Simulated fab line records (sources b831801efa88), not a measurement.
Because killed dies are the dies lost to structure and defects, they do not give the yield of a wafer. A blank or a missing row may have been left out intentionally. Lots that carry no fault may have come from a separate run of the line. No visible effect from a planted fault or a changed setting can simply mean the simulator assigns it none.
fab line records	flow sky130
record: lots: 12	wafers: 36	lastDay: 50
route steps=708 shown VT_ADJUST_LVTN@99 SONOS_ONO@183 GATE_OXIDE@197 RES_PROTECT@215
lots with no fault: from the same line, run without faults
startH: hours from the record's first day to the start of the lot's first wafer shown	waitH: hours since the lot's step before	" as in the row above	L1.1+2: one row covering several wafers at once	- no value, or no start given	* or withheld: withheld	< > ~ a bound
route shown NAME@n: a module of which the file shows steps, and the number in the route of the first	usual: average and standard deviation across the fault-free wafers	same: alike in all rows	chamber/n: place in a boat	sites: each site's reading	_std_site: standard deviation across them	_edge_site: inner sites' mean taken away from outer sites' mean	radiusMm: how far each site lies from the wafer's centre	mask NAME#n: copy n	behind: tool/chamber where the wafer was last shaped	hold: why the lot was held/for how many hours/how that ended	device: the n, p or np transistor that did not switch	end of line: the tests these same wafers got at the end of their route	where a step has no rows: the recipe by itself	killed: not the wafer's yield, but the dies lost to structure and defects at the first sort	map: a wafer's dies, x killed, . not, _ none there
set.NAME: the run value of the setting; set.NAME@STEP: its run value at that earlier step	model.NAME: the simulator's own value behind a step, which no gauge read
steps of the route over a sample of lots; a table a step, a row a wafer
services: when a tool's chamber went out of use (startH, in hours from the record's first day, below 0 if earlier), for how many hours, and the reason
== steps ==
step: SKY_VT_ADJUST_LVTN_COAT_02
recipe: spinRpm: 2000	resistThkNm: 3000
usual: resistLineTempC: 22.98/0.11
lot.wafer	tool	chamber	startH	waitH	resistLineTempC
L816.2	lithoTrack-02	0	143.48	0.1	22.95
L816.4	"	0	"	"	23.07
L816.6	"	0	"	"	23.06
L817.1	lithoTrack-03	0	144.85	0.1	22.82
L817.4	"	0	"	"	22.96
L817.6	"	0	"	"	22.94
L818.1	lithoTrack-04	0	158.96	0.1	23.28
L818.2	"	0	"	"	23.22
L818.5	"	0	"	"	23.23
L819.4	lithoTrack-02	0	159.43	0.1	23.05
L819.5	"	0	"	"	23.18
L819.6	"	0	"	"	23.14
L821.1	lithoTrack-04	0	170.61	0.1	22.88
L821.2	"	0	"	"	23.12
L821.3	"	0	"	"	23.10
L822.2	lithoTrack-04	0	178.59	0.1	22.94
L822.4	"	0	"	"	22.95
L822.6	"	0	"	"	23.11
L823.2	lithoTrack-04	0	182.04	0.1	22.81
L823.3	"	0	"	"	22.88
L823.4	"	0	"	"	22.94
L824.1	lithoTrack-04	0	190.01	0.1	22.92
L824.2	"	0	"	"	23.07
L824.5	"	0	"	"	23.03
L825.2	lithoTrack-04	0	198.89	0.1	22.89
L825.5	"	0	"	"	23.02
L825.6	"	0	"	"	22.92
L835.2	lithoTrack-04	0	265.29	0.1	23.21
L835.3	"	0	"	"	23.01
L835.6	"	0	"	"	23.04
L836.1	lithoTrack-02	0	267.70	0.1	22.96
L836.3	"	0	"	"	23.00
L836.5	"	0	"	"	22.92
L838.1	lithoTrack-03	0	281.15	0.1	23.02
L838.2	"	0	"	"	23.13
L838.3	"	0	"	"	23.01
step: SKY_VT_ADJUST_LVTN_STRIP_09
recipe: chemistry: O2/N2	powerW: 1400	pressureMtorr: 1500	platenTempC: withheld	o2FlowSccm: 3000	n2FlowSccm: 300	overashFraction: 0.5
usual: chamberPressureMTorr: 1499.8/1.4	drypumpMotorCurrentA: 6.01/0.29	oesProductAu: 0.723/0.0052	stripTimeToEndpointS: 36.97/0.11
lot.wafer	tool	chamber	startH	waitH	chamberPressureMTorr	drypumpMotorCurrentA	oesProductAu	rfHoursCounterH	stripTimeToEndpointS
L816.2	plasmaAsher-01	0	154.65	0.1	1499.8	6.13	0.722	49	37.02
L816.4	"	0	"	"	1501.2	6.14	0.724	-	37.00
L816.6	"	1	"	"	1500.4	6.65	0.725	-	37.00
L817.1	plasmaAsher-01	1	155.95	0.1	1500.9	6.68	0.719	49	36.73
L817.4	"	1	"	"	1501.8	6.68	0.725	-	36.90
L817.6	"	0	"	"	1503.1	6.14	0.721	-	36.81
L818.1	plasmaAsher-02	0	169.09	0.1	1499.7	5.78	0.720	47	36.87
L818.2	"	1	"	"	1499.5	6.07	0.727	47	36.90
L818.5	"	1	"	"	1497.7	6.07	0.719	-	36.99
L819.4	plasmaAsher-03	0	169.47	0.1	1500.1	5.80	0.719	-	36.84
L819.5	"	1	"	"	1498.8	5.76	0.726	-	37.03
L819.6	"	0	"	"	1499.2	5.79	0.720	-	36.97
L821.1	plasmaAsher-02	0	181.14	0.1	1500.1	5.77	0.722	48	36.83
L821.2	"	1	"	"	1499.6	6.08	0.722	48	36.86
L821.3	"	0	"	"	1500.6	5.77	0.722	-	36.85
L822.2	plasmaAsher-03	1	188.94	0.1	1498.7	5.69	0.718	7	37.00
L822.4	"	1	"	"	1498.6	5.73	0.723	-	36.97
L822.6	"	1	"	"	1501.7	5.72	0.717	-	37.08
L823.2	plasmaAsher-02	0	192.93	0.1	1501.1	5.78	0.732	49	30.07
L823.3	"	0	"	"	1496.3	5.78	0.718	-	29.97
L823.4	"	1	"	"	1500.6	6.08	0.715	-	37.12
L824.1	plasmaAsher-03	1	202.10	0.1	1496.0	5.67	0.720	8	36.95
L824.2	"	0	"	"	1498.3	5.80	0.728	8	29.78
L824.5	"	0	"	"	1497.4	5.81	0.720	-	29.82
L825.2	plasmaAsher-02	1	210.10	0.1	1499.6	6.07	0.714	51	29.90
L825.5	"	0	"	"	1501.6	5.81	0.721	-	29.89
L825.6	"	1	"	"	1499.1	6.08	0.724	-	37.00
L835.2	plasmaAsher-02	1	277.95	0.1	1496.5	6.10	0.722	57	36.99
L835.3	"	0	"	"	1499.3	5.79	0.713	-	37.14
L835.6	"	1	"	"	1498.6	6.06	0.714	-	37.06
L836.1	plasmaAsher-02	0	280.54	0.1	1499.1	5.80	0.724	58	37.17
L836.3	"	0	"	"	1498.1	5.77	0.733	-	37.20
L836.5	"	0	"	"	1498.0	5.79	0.716	-	37.12
L838.1	plasmaAsher-01	1	294.14	0.1	1500.7	6.69	0.713	63	36.94
L838.2	"	0	"	"	1502.2	6.15	0.733	63	36.84
L838.3	"	1	"	"	1498.0	6.67	0.724	-	36.87
step: SKY_SONOS_ONO_ETCH_15
recipe: targetDepthNm: 19.52	chemistry: CHF3/O2	sourceW: 600	biasW: 200	pressureMtorr: 40	chf3FlowSccm: 50	O2_flow_sccm: 5	timeS: 7.8
usual: chamberPressureMTorr: 40.00/0.035	drypumpMotorCurrentA: 5.7/0.5	oesProductAu: 0.998/0.01	throttleValvePct: 8.824/0.0094
lot.wafer	tool	chamber	startH	waitH	chamberPressureMTorr	drypumpMotorCurrentA	oesProductAu	rfHoursCounterH	throttleValvePct
L816.2	rieDiel-04	2	297.37	0.0	39.92	5.7	0.992	4	8.820
L816.4	"	0	"	"	40.04	5.0	1.007	27	8.817
L816.6	"	1	"	"	39.97	6.0	0.999	-	8.840
L817.1	rieDiel-01	3	298.55	0.0	39.98	6.4	0.998	22	8.836
L817.4	"	0	"	"	40.02	5.8	0.991	-	8.818
L817.6	"	3	"	"	40.02	6.4	0.994	-	8.813
L819.4	rieDiel-01	2	316.57	0.0	39.98	5.2	0.991	0	8.813
L819.5	"	1	"	"	40.03	6.4	1.000	-	8.830
L819.6	"	2	"	"	40.03	5.2	0.983	-	8.835
L818.1	rieDiel-03	3	316.66	0.0	39.99	5.4	0.991	8	8.834
L818.2	"	2	"	"	39.93	6.4	1.009	4	8.821
L818.5	"	2	"	"	39.97	6.4	0.999	-	8.811
L821.1	rieDiel-01	3	329.77	0.0	40.03	6.3	1.003	22	8.836
L821.2	"	2	"	"	40.01	5.2	0.982	1	8.810
L821.3	"	0	"	"	39.98	5.8	0.994	37	8.823
L822.2	rieDiel-04	2	339.21	0.0	39.99	5.7	0.993	4	8.821
L822.4	"	1	"	"	39.99	6.0	1.003	93	8.828
L822.6	"	2	"	"	40.00	5.7	0.991	-	8.829
L823.2	rieDiel-01	0	343.87	0.0	40.02	5.8	0.981	37	8.813
L823.3	"	3	"	"	40.01	6.4	0.987	23	8.826
L823.4	"	1	"	"	40.00	6.4	0.993	3	8.828
L824.1	rieDiel-01	2	353.36	0.0	40.01	5.2	0.976	1	8.831
L824.2	"	3	"	"	40.05	6.4	1.005	23	8.837
L824.5	"	0	"	"	40.00	5.8	0.990	-	8.814
L825.2	rieDiel-04	0	366.37	0.0	40.01	4.9	1.002	28	8.800
L825.5	"	3	"	"	40.02	5.4	1.009	-	8.833
L825.6	"	0	"	"	39.96	4.9	0.997	-	8.825
L835.2	rieDiel-04	0	447.72	0.0	39.99	4.9	0.990	29	8.821
L835.3	"	2	"	"	40.05	5.7	0.996	6	8.833
L835.6	"	2	"	"	40.00	5.7	0.986	-	8.806
L836.1	rieDiel-01	3	449.46	0.0	40.05	6.4	0.978	25	8.823
L836.3	"	0	"	"	39.99	5.8	0.994	39	8.843
L836.5	"	1	"	"	40.02	6.4	0.994	-	8.824
L838.1	rieDiel-04	1	468.06	0.0	40.02	5.9	1.002	95	8.817
L838.2	"	2	"	"	39.98	5.7	0.998	7	8.826
L838.3	"	3	"	"	40.01	5.4	1.017	8	8.846
step: SKY_GATE_OXIDE_OVL_MEAS_10
usual: GATE_OXIDE_OVL: -0.2/1.3
lot.wafer	tool	chamber	startH	waitH	GATE_OXIDE_OVL[nm]
L816.2	overlay-02	-	324.15	0.1	-2.1
L816.4	"	-	"	"	-0.6
L816.6	"	-	"	"	0.9
L817.1	overlay-01	-	328.50	0.1	1.9
L817.4	"	-	"	"	1.4
L817.6	"	-	"	"	-0.9
L819.4	overlay-01	-	344.32	0.1	1.3
L819.5	"	-	"	"	1.6
L819.6	"	-	"	"	0.9
L818.1	overlay-01	-	344.61	0.1	1.1
L818.2	"	-	"	"	0.4
L818.5	"	-	"	"	1.0
L821.1	overlay-01	-	360.69	0.1	-2.2
L821.2	"	-	"	"	-0.6
L821.3	"	-	"	"	-2.3
L822.2	overlay-02	-	369.11	0.1	-1.0
L822.4	"	-	"	"	-0.6
L822.6	"	-	"	"	-1.4
L823.2	overlay-02	-	373.21	0.1	-0.1
L823.3	"	-	"	"	-0.2
L823.4	"	-	"	"	-2.2
L824.1	overlay-01	-	384.41	0.1	1.6
L824.2	"	-	"	"	0.5
L824.5	"	-	"	"	0.6
L825.2	overlay-02	-	399.84	1.9	1.0
L825.5	"	-	"	"	1.5
L825.6	"	-	"	"	1.0
L835.2	overlay-01	-	479.96	0.1	-0.7
L835.3	"	-	"	"	0.5
L835.6	"	-	"	"	0.1
L836.1	overlay-01	-	481.80	0.1	2.2
L836.3	"	-	"	"	1.2
L836.5	"	-	"	"	1.7
L838.1	overlay-02	-	499.84	0.1	-1.7
L838.2	"	-	"	"	-2.9
L838.3	"	-	"	"	0.1
step: SKY_RES_PROTECT_TW_MEAS_08
usual: POLY_GATE_TW: 4006/30
lot.wafer	tool	chamber	startH	waitH	POLY_GATE_TW
L816.2	filmMetro-03	-	354.87	0.1	4062
L816.4	"	-	"	"	4049
L816.6	"	-	"	"	4046
L817.1	filmMetro-01	-	361.81	0.1	4009
L817.4	"	-	"	"	3995
L817.6	"	-	"	"	4038
L819.4	filmMetro-02	-	375.69	0.1	3974
L819.5	"	-	"	"	3999
L819.6	"	-	"	"	3972
L818.1	filmMetro-02	-	376.50	0.1	3967
L818.2	"	-	"	"	3976
L818.5	"	-	"	"	4000
L821.1	filmMetro-03	-	391.75	0.1	4032
L821.2	"	-	"	"	4056
L821.3	"	-	"	"	4053
L822.2	filmMetro-01	-	401.86	0.1	3981
L822.4	"	-	"	"	3979
L822.6	"	-	"	"	3987
L823.2	filmMetro-03	-	404.86	0.1	4068
L823.3	"	-	"	"	4043
L823.4	"	-	"	"	4030
L824.1	filmMetro-03	-	417.41	0.1	4011
L824.2	"	-	"	"	3994
L824.5	"	-	"	"	4027
L825.2	filmMetro-03	-	435.56	0.1	4030
L825.5	"	-	"	"	4025
L825.6	"	-	"	"	4031
L835.2	filmMetro-01	-	513.21	0.1	3982
L835.3	"	-	"	"	3977
L835.6	"	-	"	"	3974
L836.1	filmMetro-01	-	515.51	0.1	3997
L836.3	"	-	"	"	3982
L836.5	"	-	"	"	3946
L838.1	filmMetro-01	-	534.70	0.1	4004
L838.2	"	-	"	"	3960
L838.3	"	-	"	"	3983
== services ==
tool	chamber	startH	hours	kind
rieDiel-01	3	137.79	6.1	repair
rieDiel-04	0	139.80	8.2	repair
rieDiel-04	3	146.71	10.1	repair
rieDiel-04	3	179.52	7.0	repair
plasmaAsher-03	-	220.70	3.4	repair
rieDiel-01	-	236.70	14.6	pm
rieDiel-03	-	239.83	0.8	repair
rieDiel-01	2	254.20	8.3	repair
rieDiel-01	1	274.63	4.7	repair
rieDiel-04	0	298.39	6.5	repair
plasmaAsher-01	-	319.19	1.6	repair
rieDiel-03	2	333.90	5.7	repair
rieDiel-03	-	349.90	5.4	repair
plasmaAsher-03	-	350.12	2.8	pm
rieDiel-04	1	353.95	4.1	repair
rieDiel-01	0	355.85	6.4	repair
rieDiel-01	2	377.99	6.8	repair
plasmaAsher-03	-	380.63	1.6	repair
rieDiel-03	2	403.29	3.9	repair
rieDiel-04	1	406.82	20.4	repair
plasmaAsher-02	-	421.25	9.0	pm
rieDiel-01	-	434.06	4.3	pm
plasmaAsher-01	-	434.14	1.2	repair
rieDiel-04	-	457.53	2.8	pm
== key ==
firstSign: step: SKY_VT_ADJUST_LVTN_STRIP_09	reading: stripTimeToEndpointS	direction: down	sigmas: 67	usual: *	struck: *
effect none on later readings
metAt SKY_VT_ADJUST_LVTN_COAT_02
struckLots L823,L824,L825
struckWafers L823.2,L823.3,L824.2,L824.5,L825.2,L825.5
testerLeftOut L823,L824,L825
notActingAt SKY_SONOS_ONO_ETCH_15,SKY_GATE_OXIDE_OVL_MEAS_10,SKY_RES_PROTECT_TW_MEAS_08
onsetBetween 178.59 182.04
fault: kind: processParameterDrift	tool: lithoTrack-04	chamber: -	onsetH: 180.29	steps: SKY_VT_ADJUST_LVTN_COAT_02	channel: resistThkNm	offset: -617.04	shape: step	endH: 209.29	scope: struckWafersOnly	actsIn: theseRecipesOnly	stated: 3000
testerLeftOut: of these lots the tester's yield and bins aren't shown, on N5 and GAA mostly nor the transistor test; their killed dies are dies lost to structure and defects alone, not to doping, threshold or leakage, so they don't give the yield
